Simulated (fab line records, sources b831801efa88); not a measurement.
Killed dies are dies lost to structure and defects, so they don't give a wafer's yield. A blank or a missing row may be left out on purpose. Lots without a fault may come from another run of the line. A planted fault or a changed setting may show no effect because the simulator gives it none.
One fault seen from 2 desks | flow sky130 | each desk has only its own numbers; what lay behind them comes last

THE METROLOGY DESK
What the gauges read, lot by lot, whatever tool the lot ran on: means of the sampled wafers that have a number. A lot is out of limits, marked OUT, if its mean lies more than 4 standard deviations from the usual mean; the brackets give that distance. Of its 8 readings 7 are shown: those that lie furthest out on some lot.
Columns: A = VIA3_W_RS at SKY_VIA3_RS_MEAS_22, usual 0.294 ohm/sq; B = VIA3_W_THK at SKY_VIA3_THK_MEAS_23, usual 388 nm; C = CAP2M_CVD_00_THK at SKY_CAP2M_THK_MEAS_01, usual 15.37 nm; D = CAP2M_TIN_RS at SKY_CAP2M_RS_MEAS_03, usual 6.92 ohm/sq; E = CAP2M_TIN_THK at SKY_CAP2M_THK_MEAS_04, usual 203.7 nm; F = cd_nm at SKY_METAL4_CD_MEAS_13, usual 299.6 nm; G = METAL4_OVL at SKY_METAL4_OVL_MEAS_14, usual 3 nm
lot  | first seen here | A     | B   | C     | D    | E     | F     | G
L302 | day 41 04:04    | 0.290 | 384 | 15.42 | 6.91 | 202.7 | 298.1 | 12
L306 | day 41 20:20    | 0.289 | 388 | 15.29 | 6.95 | 201.7 | 299.9 | -3
L311 | day 43 09:59    | 0.290 | 401 | 15.32 | 6.91 | 203.5 | 296.4 | 9
L312 | day 43 15:07    | 0.296 | 392 | 15.52 | 6.86 | 206.2 | 298.5 | 2
L313 | day 43 21:29    | 0.293 | 383 | 15.28 | 6.88 | 206.0 | 300.0 | 2
L319 | day 45 05:59    | 0.297 | 382 | 15.21 | 7.09 | 199.7 | 298.7 | -10
L320 | day 45 15:31    | 0.296 | 387 | 15.49 | 7.01 | 199.3 | 300.9 | -2
This desk's finding: nothing out of limits on any of the 7 lots.

THE TOOL OWNER'S DESK: pecvd-01
The tool's own readings at SKY_CAP2M_CVD_00 (deposits SiO2, target thk 15.5 nm): means of the sampled wafers that have a number, for each lot that ran on this tool. A lot is out of limits, marked OUT, if its mean lies more than 4 standard deviations from the usual mean; the brackets give that distance.
Columns: A = heater_power_w at SKY_CAP2M_CVD_00, usual 756 W
lot  | first seen here | A
L306 | day 41 20:55    | 817
L311 | day 43 10:52    | 798
L312 | day 43 15:45    | 750
L313 | day 43 22:05    | 783
This desk's finding: nothing out of limits on any of the 4 lots.

PUT TOGETHER
The metrology desk saw nothing out of limits.
The tool owner's desk saw nothing out of limits.

WHAT THE SIMULATOR HAD PUT IN
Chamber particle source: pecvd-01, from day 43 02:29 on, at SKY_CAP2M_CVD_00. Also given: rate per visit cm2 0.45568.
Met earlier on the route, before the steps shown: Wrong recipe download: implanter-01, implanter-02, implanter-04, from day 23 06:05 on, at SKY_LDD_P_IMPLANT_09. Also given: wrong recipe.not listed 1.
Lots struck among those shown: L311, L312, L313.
